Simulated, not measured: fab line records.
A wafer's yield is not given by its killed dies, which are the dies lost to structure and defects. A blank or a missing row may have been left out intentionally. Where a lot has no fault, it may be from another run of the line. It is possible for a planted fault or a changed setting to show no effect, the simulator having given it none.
fab line records | flow sky130
[record] lots = 6 wafers = 18 lastDay = 50
route steps=708 shown LDD_P@263 LDD_HVN@267 LDD_HVP@278 LDD_LDN@289 SPACER@304 PAD_OPEN@708
lots that met no fault: from a run of the same line without faults
startH: hours from the record's first day to the start of the lot's first wafer shown | waitH: hours from the lot's prior step to this one | " the same as in the row above | L1.1+2: several wafers, shown together as one row | - no value, or no start given | * or withheld: withheld | < > ~ a bound
route shown NAME@n: names a module that has steps shown in the file, with the first one's number in the route | usual: average and standard deviation across the fault-free wafers | same: alike in all rows | chamber/n: place in a boat | sites: the reading at each site | _std_site: standard deviation across them | _edge_site: the outer-site mean with the inner-site mean subtracted | radiusMm: for every site, how far away it sits from the centre of the wafer | mask NAME#n: copy n | behind: the last tool/chamber to shape the wafer | hold: why the lot was held/for how many hours/how that ended | device: transistor that didn't switch, given as n, p or np | end of line: the same wafers' tests at the end of the route | where a step has no rows: the recipe by itself | killed: count of dies lost to structure and defects at first sort (not the wafer's yield) | map: per-die view of a wafer (x killed, . not killed, _ where there is no die)
set.NAME: the setting that was run; set.NAME@STEP: the one run at that earlier step | model.NAME: the simulator's own value behind a step, which no gauge read
lots at selected steps of the route; one table per step, one row per wafer
services: from which hour (startH, from the record's first day; less than 0 if before it) a tool's chamber was out of use, for how many hours, and why
[[steps]]
[step SKY_LDD_P_OVL_MEAS_08]
[usual] LDD_P_OVL = 0.3/1.6
// columns lot.wafer tool chamber startH waitH LDD_P_OVL[nm]
L533.1 overlay-02 - 442.83 0.1 -0.3
L533.4 " - " " 1.9
L533.5 " - " " -0.2
L536.3 overlay-01 - 483.17 0.1 0.2
L536.5 " - " " 1.2
L536.6 " - " " -1.0
L543.1 overlay-02 - 526.82 0.1 2.3
L543.2 " - " " 0.7
L543.3 " - " " 3.3
L542.2 overlay-02 - 527.54 0.1 2.9
L542.3 " - " " 2.6
L542.6 " - " " 2.8
L551.1 overlay-02 - 591.98 0.1 0.5
L551.2 " - " " 2.6
L551.6 " - " " 1.0
L553.1 overlay-02 - 614.47 0.1 -1.9
L553.4 " - " " -1.6
L553.5 " - " " -1.6
[step SKY_LDD_P_IMPLANT_09]
[recipe] species = BF2 energyKev = 25 doseCm2 = 1e+13 tiltDeg = withheld
[step SKY_LDD_P_STRIP_10]
[recipe] chemistry = O2/N2 powerW = 1400 pressureMtorr = 1500 platenTempC = withheld o2FlowSccm = 3000 n2FlowSccm = 300 overashFraction = 0.5
[usual] chamberPressureMTorr = 1500.0/1.4 drypumpMotorCurrentA = 5.6/0.35 oesProductAu = 0.716/0.0046 stripTimeToEndpointS = 14.17/0.046
[same] overashFraction = 0.5
// columns lot.wafer tool chamber startH waitH chamberPressureMTorr drypumpMotorCurrentA oesProductAu rfHoursCounterH stripTimeToEndpointS
L533.1 plasmaAsher-03 1 443.02 0.1 1499.2 5.4 0.716 33 14.17
L533.4 " 0 " " 1497.0 5.8 0.712 - 14.18
L533.5 " 1 " " 1497.5 5.4 0.716 - 14.15
L536.3 plasmaAsher-01 1 483.38 0.1 1499.2 5.1 0.717 - 14.15
L536.5 " 1 " " 1499.3 5.1 0.714 - 14.18
L536.6 " 0 " " 1500.1 5.1 0.718 - 14.16
L543.1 plasmaAsher-02 0 527.01 0.1 1498.1 5.7 0.718 10 14.16
L543.2 " 1 " " 1502.1 6.1 0.711 10 14.23
L543.3 " 1 " " 1500.6 6.1 0.713 - 14.21
L542.2 plasmaAsher-03 1 527.72 0.1 1499.1 5.4 0.725 42 14.22
L542.3 " 1 " " 1499.4 5.4 0.721 - 14.20
L542.6 " 1 " " 1499.1 5.4 0.714 - 14.27
L551.1 plasmaAsher-03 1 592.17 0.1 1500.4 5.4 0.717 49 14.14
L551.2 " 0 " " 1498.6 5.8 0.720 49 14.13
L551.6 " 0 " " 1500.3 5.8 0.716 - 14.13
L553.1 plasmaAsher-02 0 614.66 0.1 1499.6 5.7 0.721 18 14.14
L553.4 " 1 " " 1498.8 6.1 0.716 - 14.12
L553.5 " 1 " " 1503.7 6.1 0.719 - 14.16
[step SKY_LDD_P_TW_MEAS_11]
[usual] LDD_P_TW = 637/5.1
// columns lot.wafer tool chamber startH waitH LDD_P_TW
L533.1 filmMetro-01 - 443.12 0.1 634
L533.4 " - " " 634
L533.5 " - " " 631
L536.3 filmMetro-03 - 483.47 0.1 628
L536.5 " - " " 630
L536.6 " - " " 628
L543.1 filmMetro-03 - 527.11 0.1 627
L543.2 " - " " 629
L543.3 " - " " 628
L542.2 filmMetro-04 - 527.83 0.1 644
L542.3 " - " " 643
L542.6 " - " " 644
L551.1 filmMetro-04 - 592.27 0.1 642
L551.2 " - " " 642
L551.6 " - " " 644
L553.1 filmMetro-03 - 614.76 0.1 636
L553.4 " - " " 635
L553.5 " - " " 633
[step SKY_LDD_HVN_DEHYDRATE_00]
[recipe] tempC = 200 timeS = 60
[step SKY_LDD_HVN_HMDS_01]
[recipe] primeTimeS = 60 primeTempC = 120
[step SKY_LDD_HVN_COAT_02]
[recipe] resist = NOVOLAK spinRpm = 3000 resistThkNm = 300
[step SKY_LDD_HVN_SOFTBAKE_03]
[recipe] tempC = 90 timeS = 60 resist = NOVOLAK
[step SKY_LDD_HVN_EXPOSE_04]
[recipe] maskId = HVNTM na = 0.6 sourceShape = conventional sigmaOuter = 0.6 polarization = unpolarized targetCdNm = 700 doseMj = 127
[step SKY_LDD_HVN_PEB_05]
[recipe] tempC = withheld timeS = * resist = NOVOLAK
[step SKY_LDD_HVN_DEVELOP_06]
[recipe] resist = NOVOLAK developer = TMAH developTimeS = 60 devTempC = 23
[step SKY_LDD_HVN_OVL_MEAS_07]
[usual] LDD_HVN_OVL = 0.2/1.3
// columns lot.wafer tool chamber startH waitH LDD_HVN_OVL[nm]
L533.1 overlay-02 - 472.45 0.1 0.7
L533.4 " - " " 1.0
L533.5 " - " " 0.3
L536.3 overlay-02 - 512.91 0.1 -2.7
L536.5 " - " " -3.8
L536.6 " - " " -1.8
L543.1 overlay-02 - 557.10 0.1 -0.6
L543.2 " - " " 0.5
L543.3 " - " " -0.3
L542.2 overlay-01 - 558.06 0.1 1.2
L542.3 " - " " 1.8
L542.6 " - " " 0.5
L551.1 overlay-01 - 621.65 0.1 -0.5
L551.2 " - " " -0.5
L551.6 " - " " 1.6
L553.1 overlay-01 - 642.56 0.1 -1.0
L553.4 " - " " 0.6
L553.5 " - " " 1.5
[step SKY_LDD_HVN_IMPLANT_08]
[recipe] species = P energyKev = 60.43 doseCm2 = 3e+13 tiltDeg = 40
[usual] endStationPressureTorr = 5.15e-06/2.6e-07
// columns lot.wafer tool chamber startH waitH endStationPressureTorr
L533.1 implanter-03 0 472.49 0.0 5.18e-06
L533.4 " 0 " " 5.38e-06
L533.5 " 0 " " 5.27e-06
L536.3 implanter-04 0 512.99 0.1 5.27e-06
L536.5 " 0 " " 5.59e-06
L536.6 " 0 " " 5.13e-06
L543.1 implanter-04 0 557.14 0.0 5.19e-06
L543.2 " 0 " " 5.43e-06
L543.3 " 0 " " 5.38e-06
L542.2 implanter-04 0 558.11 0.0 5.22e-06
L542.3 " 0 " " 4.87e-06
L542.6 " 0 " " 4.85e-06
L551.1 implanter-01 0 621.69 0.0 5.3e-06
L551.2 " 0 " " 5.16e-06
L551.6 " 0 " " 5.31e-06
L553.1 implanter-04 0 642.60 0.0 5.07e-06
L553.4 " 0 " " 5.01e-06
L553.5 " 0 " " 5.58e-06
[step SKY_LDD_HVN_STRIP_09]
[recipe] chemistry = O2/N2 powerW = 1400 pressureMtorr = 1500 platenTempC = withheld o2FlowSccm = 3000 n2FlowSccm = 300 overashFraction = 0.5
[usual] chamberPressureMTorr = 1499.9/1.4 drypumpMotorCurrentA = 5.44/0.28 oesProductAu = 0.407/0.0043 stripTimeToEndpointS = 4.130/0.013
[same] overashFraction = 0.5
// columns lot.wafer tool chamber startH waitH chamberPressureMTorr drypumpMotorCurrentA oesProductAu rfHoursCounterH stripTimeToEndpointS
L533.1 plasmaAsher-01 0 472.64 0.1 1498.9 5.07 0.414 63 4.127
L533.4 " 1 " " 1499.6 5.16 0.403 - 4.127
L533.5 " 1 " " 1499.6 5.17 0.412 - 4.122
L536.3 plasmaAsher-01 0 513.12 0.1 1497.6 5.10 0.407 - 4.157
L536.5 " 1 " " 1498.1 5.15 0.415 - 4.129
L536.6 " 0 " " 1500.9 5.10 0.411 - 4.158
L543.1 plasmaAsher-03 0 557.29 0.1 1501.3 5.80 0.408 45 4.154
L543.2 " 1 " " 1499.5 5.42 0.407 45 4.134
L543.3 " 0 " " 1501.4 5.80 0.404 - 4.139
L542.2 plasmaAsher-04 0 558.24 0.1 1498.1 5.71 0.402 90 4.120
L542.3 " 1 " " 1498.9 5.63 0.414 - 4.109
L542.6 " 1 " " 1500.8 5.60 0.405 - 4.121
L551.1 plasmaAsher-03 1 621.84 0.1 1499.2 5.42 0.410 52 4.147
L551.2 " 0 " " 1499.5 5.76 0.408 52 4.141
L551.6 " 0 " " 1502.5 5.77 0.407 - 4.144
L553.1 plasmaAsher-01 1 642.75 0.1 1499.5 5.13 0.406 80 4.136
L553.4 " 0 " " 1500.9 5.10 0.411 - 4.119
L553.5 " 0 " " 1499.6 5.09 0.408 - 4.134
[step SKY_LDD_HVN_TW_MEAS_10]
[usual] LDD_HVN_TW = 1444/11
// columns lot.wafer tool chamber startH waitH LDD_HVN_TW
L533.1 filmMetro-01 - 472.74 0.1 1434
L533.4 " - " " 1439
L533.5 " - " " 1432
L536.3 filmMetro-02 - 513.21 0.1 1464
L536.5 " - " " 1461
L536.6 " - " " 1460
L543.1 filmMetro-02 - 557.39 0.1 1424
L543.2 " - " " 1423
L543.3 " - " " 1420
L542.2 filmMetro-02 - 558.35 0.1 1419
L542.3 " - " " 1422
L542.6 " - " " 1420
L551.1 filmMetro-03 - 621.94 0.1 1437
L551.2 " - " " 1445
L551.6 " - " " 1435
L553.1 filmMetro-03 - 642.85 0.1 1437
L553.4 " - " " 1428
L553.5 " - " " 1437
[step SKY_LDD_HVP_DEHYDRATE_00]
[recipe] tempC = 200 timeS = 60
[step SKY_LDD_HVP_HMDS_01]
[recipe] primeTimeS = 60 primeTempC = 120
[step SKY_LDD_HVP_COAT_02]
[recipe] resist = NOVOLAK spinRpm = 3000 resistThkNm = 300
[step SKY_LDD_HVP_SOFTBAKE_03]
[recipe] tempC = 90 timeS = 60 resist = NOVOLAK
[step SKY_LDD_HVP_EXPOSE_04]
[recipe] maskId = HVPTM na = 0.6 sourceShape = conventional sigmaOuter = 0.6 polarization = unpolarized targetCdNm = 700 doseMj = 86
[step SKY_LDD_HVP_PEB_05]
[recipe] tempC = withheld timeS = * resist = NOVOLAK
[step SKY_LDD_HVP_DEVELOP_06]
[recipe] resist = NOVOLAK developer = TMAH developTimeS = 60 devTempC = 23
[step SKY_LDD_HVP_OVL_MEAS_07]
[usual] LDD_HVP_OVL = -0.2/1.4
// columns lot.wafer tool chamber startH waitH LDD_HVP_OVL[nm]
L533.1 overlay-02 - 503.12 0.1 0.5
L533.4 " - " " -1.2
L533.5 " - " " 0.1
L536.3 overlay-01 - 543.56 0.1 -2.6
L536.5 " - " " -1.7
L536.6 " - " " -3.3
L543.1 overlay-02 - 586.52 0.1 -1.4
L543.2 " - " " -1.4
L543.3 " - " " -1.9
L542.2 overlay-01 - 587.30 0.1 0.9
L542.3 " - " " 2.2
L542.6 " - " " 0.0
L551.1 overlay-02 - 650.37 0.1 -0.1
L551.2 " - " " -0.3
L551.6 " - " " 0.8
L553.1 overlay-01 - 670.42 0.1 0.6
L553.4 " - " " -0.3
L553.5 " - " " 0.1
[step SKY_LDD_HVP_IMPLANT_08]
[recipe] species = B energyKev = 20 doseCm2 = 1.7e+13 tiltDeg = 17.9
[step SKY_LDD_HVP_STRIP_09]
[recipe] chemistry = O2/N2 powerW = 1400 pressureMtorr = 1500 platenTempC = withheld o2FlowSccm = 3000 n2FlowSccm = 300 overashFraction = 0.5
[usual] chamberPressureMTorr = 1500.0/1.6 drypumpMotorCurrentA = 5.6/0.36 oesProductAu = 0.409/0.0047 stripTimeToEndpointS = 4.128/0.012
[same] overashFraction = 0.5
// columns lot.wafer tool chamber startH waitH chamberPressureMTorr drypumpMotorCurrentA oesProductAu rfHoursCounterH stripTimeToEndpointS
L533.1 plasmaAsher-01 1 503.30 0.1 1501.3 5.1 0.404 66 4.138
L533.4 " 1 " " 1500.1 5.2 0.412 - 4.126
L533.5 " 0 " " 1502.6 5.1 0.412 - 4.135
L536.3 plasmaAsher-01 1 543.77 0.1 1497.7 5.1 0.409 - 4.119
L536.5 " 1 " " 1500.4 5.2 0.403 - 4.123
L536.6 " 0 " " 1498.9 5.1 0.407 - 4.119
L543.1 plasmaAsher-02 0 586.70 0.1 1500.1 5.7 0.410 15 4.131
L543.2 " 1 " " 1499.1 6.1 0.406 15 4.123
L543.3 " 0 " " 1498.0 5.7 0.410 - 4.118
L542.2 plasmaAsher-02 0 587.48 0.1 1500.7 5.7 0.409 15 4.129
L542.3 " 0 " " 1499.5 5.7 0.404 - 4.144
L542.6 " 1 " " 1499.4 6.1 0.405 - 4.125
L551.1 plasmaAsher-02 1 650.55 0.1 1500.3 6.1 0.408 22 4.131
L551.2 " 0 " " 1498.2 5.6 0.414 22 4.135
L551.6 " 1 " " 1503.1 6.1 0.401 - 4.121
L553.1 plasmaAsher-01 0 670.60 0.1 1500.0 5.1 0.412 82 4.134
L553.4 " 1 " " 1499.1 5.1 0.406 - 4.123
L553.5 " 0 " " 1500.9 5.1 0.409 - 4.120
[step SKY_LDD_HVP_TW_MEAS_10]
[usual] LDD_HVP_TW = 460/3.1
// columns lot.wafer tool chamber startH waitH LDD_HVP_TW
L533.1 filmMetro-04 - 503.40 0.1 464
L533.4 " - " " 463
L533.5 " - " " 464
L536.3 filmMetro-04 - 543.86 0.1 460
L536.5 " - " " 460
L536.6 " - " " 461
L543.1 filmMetro-04 - 586.80 0.1 463
L543.2 " - " " 464
L543.3 " - " " 460
L542.2 filmMetro-03 - 587.59 0.1 456
L542.3 " - " " 454
L542.6 " - " " 457
L551.1 filmMetro-04 - 650.65 0.1 458
L551.2 " - " " 459
L551.6 " - " " 461
L553.1 filmMetro-03 - 670.70 0.1 455
L553.4 " - " " 460
L553.5 " - " " 457
[step SKY_LDD_LDN_DEHYDRATE_00]
[recipe] tempC = 200 timeS = 60
[step SKY_LDD_LDN_HMDS_01]
[recipe] primeTimeS = 60 primeTempC = 120
[step SKY_LDD_LDN_COAT_02]
[recipe] resist = NOVOLAK spinRpm = 3000 resistThkNm = 1148
[step SKY_LDD_LDN_SOFTBAKE_03]
[recipe] tempC = 90 timeS = 60 resist = NOVOLAK
[step SKY_LDD_LDN_EXPOSE_04]
[recipe] maskId = LDNTM na = 0.6 sourceShape = conventional sigmaOuter = 0.6 polarization = unpolarized targetCdNm = 700 doseMj = 140
[step SKY_LDD_LDN_PEB_05]
[recipe] tempC = withheld timeS = * resist = NOVOLAK
[step SKY_LDD_LDN_DEVELOP_06]
[recipe] resist = NOVOLAK developer = TMAH developTimeS = 60 devTempC = 23
[step SKY_LDD_LDN_OVL_MEAS_07]
[usual] LDD_LDN_OVL = 0.5/1.2
// columns lot.wafer tool chamber startH waitH LDD_LDN_OVL[nm]
L533.1 overlay-02 - 533.47 0.1 0.4
L533.4 " - " " -0.9
L533.5 " - " " -0.2
L536.3 overlay-01 - 573.75 0.1 2.4
L536.5 " - " " 0.8
L536.6 " - " " 1.3
L543.1 overlay-02 - 615.76 0.1 1.8
L543.2 " - " " 2.5
L543.3 " - " " 1.7
L542.2 overlay-02 - 616.20 0.1 -1.2
L542.3 " - " " 1.7
L542.6 " - " " -0.1
L551.1 overlay-02 - 678.11 0.1 2.5
L551.2 " - " " 2.0
L551.6 " - " " 2.5
L553.1 overlay-01 - 698.06 0.1 1.2
L553.4 " - " " 1.6
L553.5 " - " " 0.7
[step SKY_LDD_LDN_IMPLANT_08]
[recipe] species = As energyKev = 15 doseCm2 = 1.25e+13 tiltDeg = withheld rotationDeg = 23
[step SKY_LDD_LDN_IMPLANT_09]
[recipe] species = As energyKev = 15 doseCm2 = 1.25e+13 tiltDeg = withheld rotationDeg = 113
[step SKY_LDD_LDN_IMPLANT_10]
[recipe] species = As energyKev = 15 doseCm2 = 1.25e+13 tiltDeg = withheld rotationDeg = 203
[step SKY_LDD_LDN_IMPLANT_11]
[recipe] species = As energyKev = 15 doseCm2 = 1.25e+13 tiltDeg = withheld rotationDeg = 293
[step SKY_LDD_LDN_STRIP_12]
[recipe] chemistry = O2/N2 powerW = 1400 pressureMtorr = 1500 platenTempC = withheld o2FlowSccm = 3000 n2FlowSccm = 300 overashFraction = 0.5
[usual] chamberPressureMTorr = 1499.9/1.2 drypumpMotorCurrentA = 5.75/0.25 oesProductAu = 0.715/0.0045 stripTimeToEndpointS = 14.259/0.028
[same] overashFraction = 0.5
// columns lot.wafer tool chamber startH waitH chamberPressureMTorr drypumpMotorCurrentA oesProductAu rfHoursCounterH stripTimeToEndpointS
L533.1 plasmaAsher-03 1 534.10 0.1 1501.1 5.42 0.716 43 14.216
L533.4 " 1 " " 1500.2 5.40 0.715 - 14.293
L533.5 " 1 " " 1500.5 5.38 0.705 - 14.267
L536.3 plasmaAsher-03 1 574.41 0.1 1500.3 5.42 0.715 - 14.271
L536.5 " 0 " " 1498.5 5.78 0.718 - 14.239
L536.6 " 1 " " 1499.0 5.40 0.718 - 14.265
L543.1 plasmaAsher-02 1 616.40 0.1 1500.1 6.13 0.712 18 14.252
L543.2 " 0 " " 1497.0 5.66 0.713 18 14.236
L543.3 " 0 " " 1500.0 5.67 0.707 - 14.232
L542.2 plasmaAsher-03 1 616.83 0.1 1500.0 5.41 0.716 51 14.277
L542.3 " 1 " " 1499.6 5.41 0.710 - 14.256
L542.6 " 1 " " 1500.5 5.41 0.712 - 14.261
L551.1 plasmaAsher-02 0 678.75 0.1 1502.3 5.67 0.706 24 14.286
L551.2 " 1 " " 1501.5 6.09 0.720 24 14.272
L551.6 " 1 " " 1497.5 6.12 0.710 - 14.306
L553.1 plasmaAsher-03 1 698.70 0.1 1501.5 5.40 0.718 60 14.212
L553.4 " 1 " " 1499.9 5.41 0.713 - 14.254
L553.5 " 0 " " 1499.8 5.81 0.717 - 14.210
[step SKY_LDD_LDN_TW_MEAS_13]
[usual] LDD_LDN_TW = 1488/10
// columns lot.wafer tool chamber startH waitH LDD_LDN_TW
L533.1 filmMetro-02 - 534.20 0.1 1492
L533.4 " - " " 1492
L533.5 " - " " 1496
L536.3 filmMetro-01 - 574.50 0.1 1479
L536.5 " - " " 1472
L536.6 " - " " 1473
L543.1 filmMetro-04 - 616.50 0.1 1476
L543.2 " - " " 1486
L543.3 " - " " 1479
L542.2 filmMetro-04 - 616.94 0.1 1474
L542.3 " - " " 1474
L542.6 " - " " 1469
L551.1 filmMetro-02 - 678.85 0.1 1500
L551.2 " - " " 1501
L551.6 " - " " 1496
L553.1 filmMetro-04 - 698.80 0.1 1488
L553.4 " - " " 1482
L553.5 " - " " 1480
[step SKY_LDD_LDN_CLEAN_14]
[recipe] chemistry = SC1/SC2 mix = 1:4:20 tempC = 70 timeS = 150 dry = n2Spin
[step SKY_SPACER_CVD_00]
[recipe] material = Si3N4 precursor = DCS/NH3 targetThkNm = 43.1 tempC = 770 timeS = 740 pressureMtorr = 250
[step SKY_PAD_OPEN_PROBE_99]
[usual] killed_at_M0_to_M3 = 43/7.7 killed_at_M4_up = 3.0/1.7 killedAtContacts = 24/5.2 killedAtFrontEnd = 15/4.5 killedAtOther = 0.3/0.5 killedDies = 85/9.5 killedOpen = 47/6.6 killedShort = 38/6.6
[same] grossDies = 492 killedAtBackSide = 0
// columns lot.wafer tool chamber startH waitH killed_at_M0_to_M3 killed_at_M4_up killedAtContacts killedAtFrontEnd killedAtOther killedDies killedOpen killedShort model.etest.tip_n_5v.rsOhmSq model.etest.tip_n_5v.rsOhmSqRange model.etest.tip_n_5v.rsOhmSqRimLessCentre model.etest.nfetG5v0d10v5.rOnOhmUm model.etest.nfetG5v0d10v5.vtVRange
L533.1 prober-02 - 1080.76 0.1 39 0 27 19 0 85 53 32 1384 37.09 -20.7 1901 0.01429
L533.4 prober-02 - 1080.91 0.2 26 5 29 17 0 77 38 39 1384 23.97 10.69 1935 0.01778
L533.5 prober-02 - 1080.96 0.2 38 4 21 14 0 77 41 36 1377 33.98 -17.02 1902 0.008765
L536.3 prober-02 - 1111.17 0.2 32 7 17 18 1 75 38 37 1401 25.12 -3.412 1897 0.01513
L536.5 prober-02 - 1111.27 0.2 33 4 29 16 0 82 45 37 1410 44.24 -20.22 1889 0.01159
L536.6 prober-02 - 1111.32 0.2 51 3 23 16 0 93 52 41 1397 24.05 -1.398 1899 0.01717
L543.1 prober-01 - 1134.84 0.1 59 4 26 8 0 97 61 36 1556 159.5 -77.68 1899 0.0205
L543.2 prober-01 - 1134.89 0.1 49 8 21 10 0 88 47 41 1573 184.2 -79.54 1874 0.0153
L543.3 prober-01 - 1134.94 0.2 41 1 19 18 0 79 47 32 1551 175.6 -78.58 1881 0.01591
L542.2 prober-01 - 1135.19 0.1 34 4 23 14 0 75 42 33 1542 152.4 -61.64 1932 0.02343
L542.3 prober-01 - 1135.24 0.2 33 4 28 23 0 88 58 30 1565 172.4 -70.37 1961 0.01606
L542.6 prober-01 - 1135.39 0.3 41 4 23 14 0 82 44 38 1549 190.4 -69.33 1947 0.02184
L551.1 prober-01 - 1176.29 0.1 64 4 24 14 0 106 59 47 1377 26.25 0.3263 1912 0.01655
L551.2 prober-01 - 1176.34 0.1 41 5 35 16 0 97 50 47 1383 25.38 4.815 1938 0.01888
L551.6 prober-01 - 1176.54 0.2 42 1 7 20 0 70 37 33 1401 28.77 7.188 1904 0.01768
L553.1 prober-02 - 1188.21 0.1 45 3 24 16 1 89 56 33 1397 32.35 -1.994 1853 0.01472
L553.4 prober-02 - 1188.36 0.2 56 4 29 20 0 109 63 46 1398 18.49 1.013 1869 0.02344
L553.5 prober-02 - 1188.41 0.2 67 2 20 13 1 103 60 43 1393 25.73 -4.521 1890 0.01394
// killed by level:class
L533.1 VIA1:geometricParticle:open=8 CONTACT:geometricParticle:open=8 VIA3:geometricParticle:open=8 FIELD_ISO:geometricParticle:open=7 VIA2:geometricParticle:open=7 METAL2:geometricParticle:short=7 LI_CONTACT:geometricParticle:open=6 LOCAL_INTERCONNECT:geometricParticle:short=4
L533.4 LI_CONTACT:geometricParticle:open=9 POLY_GATE:geometricParticle:short=8 CONTACT:geometricParticle:open=8 METAL1:geometricParticle:short=6 VIA3:geometricParticle:open=5 LI_CONTACT:geometricParticle:short=5 POLY_GATE:geometricParticle:open=4 CONTACT:geometricParticle:short=4
L533.5 CONTACT:geometricParticle:open=9 VIA2:geometricParticle:open=9 VIA3:geometricParticle:open=6 METAL1:geometricParticle:short=5 LI_CONTACT:geometricParticle:open=4 CONTACT:geometricParticle:short=4 VIA1:geometricParticle:open=4 METAL2:geometricParticle:short=4
L536.3 VIA1:geometricParticle:open=8 VIA3:geometricParticle:open=8 POLY_GATE:geometricParticle:short=7 CONTACT:geometricParticle:short=5 CONTACT:geometricParticle:open=5 POLY_GATE:geometricParticle:open=4 LOCAL_INTERCONNECT:geometricParticle:short=4 VIA2:geometricParticle:open=4
L536.5 LI_CONTACT:geometricParticle:open=11 VIA3:geometricParticle:open=10 CONTACT:geometricParticle:open=9 CONTACT:geometricParticle:short=5 POLY_GATE:geometricParticle:short=4 VIA3:geometricParticle:short=4 VIA2:geometricParticle:open=4 METAL4:geometricParticle:short=4
L536.6 VIA3:geometricParticle:open=16 CONTACT:geometricParticle:open=8 VIA1:geometricParticle:open=8 LI_CONTACT:geometricParticle:open=7 METAL2:geometricParticle:short=6 METAL1:geometricParticle:short=5 POLY_GATE:geometricParticle:open=4 CONTACT:geometricParticle:short=4
L543.1 VIA1:geometricParticle:open=17 VIA2:geometricParticle:open=10 CONTACT:geometricParticle:open=9 LI_CONTACT:geometricParticle:open=7 VIA3:geometricParticle:open=7 METAL1:geometricParticle:short=5 LI_CONTACT:geometricParticle:short=5 VIA1:geometricParticle:short=5
L543.2 VIA1:geometricParticle:open=13 CONTACT:geometricParticle:open=8 VIA2:geometricParticle:open=8 METAL4:geometricParticle:short=6 METAL2:geometricParticle:short=6 LI_CONTACT:geometricParticle:open=5 CONTACT:geometricParticle:short=5 METAL1:geometricParticle:short=5
L543.3 CONTACT:geometricParticle:open=11 VIA1:geometricParticle:open=11 FIELD_ISO:geometricParticle:open=6 LI_CONTACT:geometricParticle:open=6 FIELD_ISO:geometricParticle:short=5 VIA1:geometricParticle:short=5 METAL2:geometricParticle:short=5 VIA2:geometricParticle:open=4
L542.2 LI_CONTACT:geometricParticle:open=8 CONTACT:geometricParticle:open=6 CONTACT:geometricParticle:short=6 VIA2:geometricParticle:short=6 VIA3:geometricParticle:open=6 POLY_GATE:geometricParticle:open=5 VIA1:geometricParticle:open=5 VIA2:geometricParticle:open=4
L542.3 LI_CONTACT:geometricParticle:open=14 VIA1:geometricParticle:open=10 CONTACT:geometricParticle:open=9 FIELD_ISO:geometricParticle:open=7 VIA2:geometricParticle:open=7 POLY_GATE:geometricParticle:short=6 POLY_GATE:geometricParticle:open=5 FIELD_ISO:geometricParticle:short=4
L542.6 VIA1:geometricParticle:open=14 METAL2:geometricParticle:short=8 LI_CONTACT:geometricParticle:short=5 LI_CONTACT:geometricParticle:open=5 CONTACT:geometricParticle:open=5 VIA3:geometricParticle:open=5 POLY_GATE:geometricParticle:open=4 CONTACT:geometricParticle:short=4
L551.1 VIA1:geometricParticle:open=18 VIA3:geometricParticle:open=10 VIA2:geometricParticle:open=9 METAL1:geometricParticle:short=8 CONTACT:geometricParticle:open=6 CONTACT:geometricParticle:short=6 VIA1:geometricParticle:short=6 LI_CONTACT:geometricParticle:open=5
L551.2 CONTACT:geometricParticle:open=13 METAL1:geometricParticle:short=8 CONTACT:geometricParticle:short=8 METAL2:geometricParticle:short=7 VIA1:geometricParticle:open=7 POLY_GATE:geometricParticle:open=6 VIA2:geometricParticle:open=6 POLY_GATE:geometricParticle:short=5
L551.6 VIA1:geometricParticle:open=15 FIELD_ISO:geometricParticle:short=8 FIELD_ISO:geometricParticle:open=7 METAL2:geometricParticle:short=6 VIA2:geometricParticle:open=6 VIA1:geometricParticle:short=3 METAL1:geometricParticle:short=3 VIA2:geometricParticle:short=3
L553.1 VIA1:geometricParticle:open=11 VIA2:geometricParticle:open=10 CONTACT:geometricParticle:short=9 FIELD_ISO:geometricParticle:open=8 CONTACT:geometricParticle:open=8 LI_CONTACT:geometricParticle:open=5 VIA3:geometricParticle:open=5 FIELD_ISO:geometricParticle:short=4
L553.4 VIA1:geometricParticle:open=16 LI_CONTACT:geometricParticle:open=11 METAL2:geometricParticle:short=11 CONTACT:geometricParticle:open=10 FIELD_ISO:geometricParticle:open=7 METAL1:geometricParticle:short=7 VIA3:geometricParticle:open=7 FIELD_ISO:geometricParticle:short=5
L553.5 VIA1:geometricParticle:open=17 VIA2:geometricParticle:open=12 METAL2:geometricParticle:short=8 METAL1:geometricParticle:short=7 VIA1:geometricParticle:short=7 VIA3:geometricParticle:open=7 LI_CONTACT:geometricParticle:open=5 CONTACT:geometricParticle:open=5
[[services]]
// columns tool chamber startH hours kind
plasmaAsher-02 - 421.30 9.0 pm
plasmaAsher-02 0 421.30 9.0 ventCycle
plasmaAsher-02 1 421.30 9.0 ventCycle
plasmaAsher-02 0 430.30 - clean
plasmaAsher-02 1 430.30 - clean
implanter-03 - 452.04 4.7 pm
plasmaAsher-01 - 474.35 0.6 repair
implanter-04 - 489.86 1.7 repair
plasmaAsher-02 - 563.22 1.4 repair
implanter-04 - 566.57 4.7 pm
implanter-04 - 602.34 1.5 pm
plasmaAsher-04 - 606.65 2.8 pm
plasmaAsher-03 - 622.71 0.4 repair
implanter-04 - 627.17 5.0 repair
implanter-01 - 628.32 2.3 repair
plasmaAsher-02 - 665.99 4.9 repair
implanter-03 - 692.30 6.0 pm
[[key]]
[firstSign] step = SKY_LDD_HVN_TW_MEAS_10 reading = LDD_HVN_TW direction = down sigmas = 2 usual = 1444 struck = 1421
effect none on later readings
[modelEffect] step = SKY_PAD_OPEN_PROBE_99 value = etest.tip_n_5v.rsOhmSq without = 1380 struck = 1556
metAt SKY_LDD_HVN_IMPLANT_08
struckWafers L542.2,L542.3,L542.6,L543.1,L543.2,L543.3
testerLeftOut L542,L543
onsetBetween 512.99 557.14
[fault] kind = processParameterDrift tool = implanter-04 chamber = - onsetH = 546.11 steps = SKY_LDD_HVN_IMPLANT_08 channel = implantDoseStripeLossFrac offset = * shape = step endH = 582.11
// testerLeftOut: of these lots the tester's yield and bins aren't shown, on N5 and GAA mostly nor the transistor test; their killed dies are dies lost to structure and defects alone, not to doping, threshold or leakage, so they don't give the yield
